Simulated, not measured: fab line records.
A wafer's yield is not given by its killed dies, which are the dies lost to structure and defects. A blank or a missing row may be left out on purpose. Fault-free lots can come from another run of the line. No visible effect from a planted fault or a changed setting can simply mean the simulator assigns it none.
Which tool was responsible? | flow gf180mcu | 15 lots with 45 wafers sampled at 3 steps, on a route of 602 steps

== WHAT THE GAUGES READ, wafer by wafer ==
GF_V3_THK_MEAS_25: measures by xrf. Usual: for V3_W_THK the level is 338 nm and the standard deviation is 6.9.
lot  | measured     | on            | V3_W_THK (nm) | flag
L370 | day 22 13:02 | film-metro-01 | 339 339 332   |
L371 | day 23 08:41 | film-metro-01 | 332 342 337   |
L374 | day 24 07:37 | film-metro-03 | 340 338 343   |
L375 | day 24 16:55 | film-metro-01 | 342 333 336   |
L377 | day 25 01:46 | film-metro-01 | 338 342 342   |
L376 | day 25 03:32 | film-metro-04 | 326 329 325   |
L378 | day 25 10:35 | film-metro-03 | 349 346 346   |
L379 | day 25 18:17 | film-metro-03 | 344 344 346   |
L380 | day 25 23:43 | film-metro-03 | 343 347 347   |
L381 | day 26 05:08 | film-metro-01 | 344 344 342   |
L382 | day 26 13:36 | film-metro-04 | 333 335 334   |
L389 | day 28 11:17 | film-metro-03 | 350 353 351   |
L390 | day 28 20:22 | film-metro-01 | 339 337 341   |
L391 | day 29 04:46 | film-metro-03 | 341 337 341   |
L392 | day 29 07:01 | film-metro-04 | 324 327 323   |

== EACH LOT AND THE TOOL THAT RAN IT (in order: tool; ch and the chambers of the sampled wafers; start) ==
lot  | GF_V3_ETCH_16                      | GF_V3_CVD_23
L370 | rie-diel-03 ch 0,3, day 22 12:01   | cvd-w-02 ch 0,1, day 22 12:47
L371 | rie-diel-01 ch 1,2,3, day 23 07:40 | cvd-w-02 ch 0,1, day 23 08:28
L374 | rie-diel-04 ch 0,1,3, day 24 06:13 | cvd-w-01 ch 0,1, day 24 07:23
L375 | rie-diel-01 ch 0,1,3, day 24 15:52 | cvd-w-01 ch 0,1, day 24 16:41
L377 | rie-diel-01 ch 0,1,3, day 25 00:43 | cvd-w-01 ch 0,1, day 25 01:31
L376 | rie-diel-01 ch 0,2,3, day 25 02:28 | cvd-w-02 ch 0,1, day 25 03:19
L378 | rie-diel-03 ch 0,1,3, day 25 09:34 | cvd-w-01 ch 0,1, day 25 10:20
L379 | rie-diel-03 ch 0,2,3, day 25 17:16 | cvd-w-01 ch 0, day 25 18:02
L380 | rie-diel-03 ch 0,2,3, day 25 22:43 | cvd-w-01 ch 0,1, day 25 23:29
L381 | rie-diel-04 ch 0,2, day 26 04:01   | cvd-w-01 ch 0,1, day 26 04:55
L382 | rie-diel-01 ch 1,2,3, day 26 12:10 | cvd-w-01 ch 0,1, day 26 13:22
L389 | rie-diel-03 ch 0,2, day 28 09:49   | cvd-w-02 ch 0,1, day 28 11:04
L390 | rie-diel-03 ch 0,1,3, day 28 18:55 | cvd-w-02 ch 0, day 28 20:02
L391 | rie-diel-04 ch 1,2,3, day 29 03:46 | cvd-w-01 ch 1, day 29 04:32
L392 | rie-diel-01 ch 1,2,3, day 29 05:55 | cvd-w-01 ch 0,1, day 29 06:47
- GF_V3_ETCH_16: etches BARC in N2/H2.
- GF_V3_CVD_23: deposits W, target thk 350 nm, time 104.9 s.

== WHAT THE TOOLS THEMSELVES READ (means of the sampled wafers that have a number; where no wafer has one, the mark that the record gives instead) ==
GF_V3_ETCH_16. Usual: drypump-motor-current-A 5.8 A, standard deviation 0.44; n2-flow-sccm 99.99 sccm, standard deviation 0.29; oes-product-au 0.855 a.u., standard deviation 0.0045; rf-fwd-power-W 494.9 W, standard deviation 2.6; throttle-valve-pct 13.224 %, standard deviation 0.0084.
lot  | tool        | drypump-motor-current-A (A) | n2-flow-sccm (sccm) | oes-product-au (a.u.) | rf-fwd-power-W (W) | throttle-valve-pct (%) | flag
L370 | rie-diel-03 | 5.3                         | 99.87               | 0.856                 | 494.7              | 13.226                 |
L371 | rie-diel-01 | 6.2                         | 100.03              | 0.859                 | 494.7              | 13.226                 |
L374 | rie-diel-04 | 6.0                         | 100.06              | 0.857                 | 495.7              | 13.224                 |
L375 | rie-diel-01 | 6.2                         | 99.99               | 0.862                 | 495.7              | 13.232                 |
L377 | rie-diel-01 | 6.3                         | 99.55               | 0.859                 | 497.5              | 13.227                 |
L376 | rie-diel-01 | 6.3                         | 99.63               | 0.854                 | 496.6              | 13.226                 |
L378 | rie-diel-03 | 5.4                         | 100.31              | 0.855                 | 494.1              | 13.221                 |
L379 | rie-diel-03 | 5.3                         | 99.85               | 0.854                 | 494.8              | 13.223                 |
L380 | rie-diel-03 | 5.3                         | 100.27              | 0.854                 | 493.0              | 13.226                 |
L381 | rie-diel-04 | 5.6                         | 99.92               | 0.858                 | 496.0              | 13.220                 |
L382 | rie-diel-01 | 6.2                         | 100.04              | 0.851                 | 496.7              | 13.231                 |
L389 | rie-diel-03 | 5.4                         | 99.98               | 0.853                 | 492.3              | 13.222                 |
L390 | rie-diel-03 | 5.4                         | 99.87               | 0.858                 | 494.0              | 13.225                 |
L391 | rie-diel-04 | 6.0                         | 100.07              | 0.859                 | 497.4              | 13.228                 |
L392 | rie-diel-01 | 6.3                         | 99.98               | 0.853                 | 495.3              | 13.227                 |

GF_V3_CVD_23. Usual: heater-power-w 863 W, standard deviation 82.
lot  | tool     | heater-power-w (W) | flag
L370 | cvd-w-02 | 775                |
L371 | cvd-w-02 | 737                |
L374 | cvd-w-01 | 932                |
L375 | cvd-w-01 | 921                |
L377 | cvd-w-01 | 886                |
L376 | cvd-w-02 | 739                |
L378 | cvd-w-01 | 907                |
L379 | cvd-w-01 | 870                |
L380 | cvd-w-01 | 939                |
L381 | cvd-w-01 | 922                |
L382 | cvd-w-01 | 917                |
L389 | cvd-w-02 | 779                |
L390 | cvd-w-02 | 816                |
L391 | cvd-w-01 | 943                |
L392 | cvd-w-01 | 924                |

== THE ANSWER, worked out from the rows above alone ==
Rule: lot off if the mean of its wafers having a number is beyond 3 standard deviations from the usual mean. A lot without any number at a reading at which 4 lots or more have one is off too. Where the step has rows for the other lots, those lots are counted as sound. First the gauges in route order, then the tools' own readings, where a lot's mean is used as printed above. At the first step where some lot is off, the reading lying furthest off is the one used; lots without a number count as furthest.
Nothing can be told from this: no lot is off at any reading shown.

== WHAT THE SIMULATOR PUT IN ==
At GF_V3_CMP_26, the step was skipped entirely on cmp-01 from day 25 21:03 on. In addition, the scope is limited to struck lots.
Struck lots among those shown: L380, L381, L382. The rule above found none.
